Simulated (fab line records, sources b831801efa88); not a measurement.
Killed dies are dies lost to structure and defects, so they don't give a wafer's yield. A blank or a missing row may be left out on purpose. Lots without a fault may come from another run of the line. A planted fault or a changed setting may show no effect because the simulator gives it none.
Chamber matching | flow sfq_line | SFQ_TRILAYER_I2_CMP_CMP_064 on cmp-02: 4 sister chambers
The step polishes SiO2. 16 wafers are shown with their chamber, then 8 later ones without.

WAFERS WITH THEIR CHAMBER
wafer  | chamber | motor_current_A (A) | time_to_endpoint_s (s) | head_pressure_psi (psi)
L786.1 | 0       | 9.8                 | 202                    | 3.001
L786.4 | 2       | 11.8                | 223                    | 3.001
L786.6 | 3       | 8.5                 | 215                    | 2.998
L797.1 | 0       | 10.1                | 219                    | 3.008
L797.2 | 2       | 11.9                | 218                    | 3.001
L797.5 | 0       | 10.3                | 220                    | 3.011
L799.1 | 3       | 8.9                 | 207                    | 3.006
L799.2 | 0       | 10.1                | 210                    | 3.005
L799.4 | 1       | 10.0                | 215                    | 3.007
L800.1 | 0       | 10.2                | 215                    | 2.999
L800.3 | 3       | 8.7                 | 214                    | 3.003
L800.4 | 2       | 12.0                | 223                    | 2.993
L801.1 | 2       | 11.8                | 221                    | 3.009
L801.4 | 1       | 10.0                | 221                    | 3.001
L801.6 | 1       | 10.1                | 227                    | 3.001
L802.1 | 2       | 11.8                | 226                    | 2.995

SIGNATURES (means of the wafers above)
reading            | chamber 0 | chamber 1 | chamber 2 | chamber 3 | scatter within a chamber
motor_current_A    | 10.100    | 10.033    | 11.860    | 8.700     | 0.147
time_to_endpoint_s | 213.20    | 221.00    | 222.20    | 212.00    | 5.5
head_pressure_psi  | 3.00480   | 3.00300   | 2.99980   | 3.00233   | 0.00508
Rule: a wafer's distance from a chamber is the root of the sum, over the readings, of the square of ((its reading less the chamber's mean) divided by the reading's scatter). The wafer belongs to the nearest chamber; if the next one is less than 2 further off, it can't be placed. The scatter: the root of (the sum of the squares of (reading less its chamber's mean) over the shown wafers, divided by (wafers less chambers)).

WAFERS WITHOUT THEIR CHAMBER
wafer  | motor_current_A (A) | time_to_endpoint_s (s) | head_pressure_psi (psi)
L802.3 | 10.4                | 219                    | 2.992
L802.6 | 11.6                | 230                    | 2.992
L807.1 | 10.0                | 215                    | 3.009
L807.2 | 10.1                | 213                    | 3.000
L807.6 | 10.0                | 211                    | 3.001
L808.4 | 10.2                | 208                    | 2.992
L808.1 | 8.3                 | 200                    | 2.998
L808.2 | 11.7                | 211                    | 2.995

WHICH CHAMBER EACH WENT THROUGH
wafer  | from the rows above     | in truth
L802.3 | can't be placed: 1 or 0 | 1
L802.6 | 2                       | 2
L807.1 | can't be placed: 0 or 1 | 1
L807.2 | can't be placed: 0 or 1 | 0
L807.6 | can't be placed: 0 or 1 | 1
L808.4 | can't be placed: 0 or 1 | 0
L808.1 | 3                       | 3
L808.2 | 2                       | 2
Placed correctly: 3 of 8. Can't be placed from these rows: 5 (the true chamber is among the candidates in 5). Placed wrongly: 0.
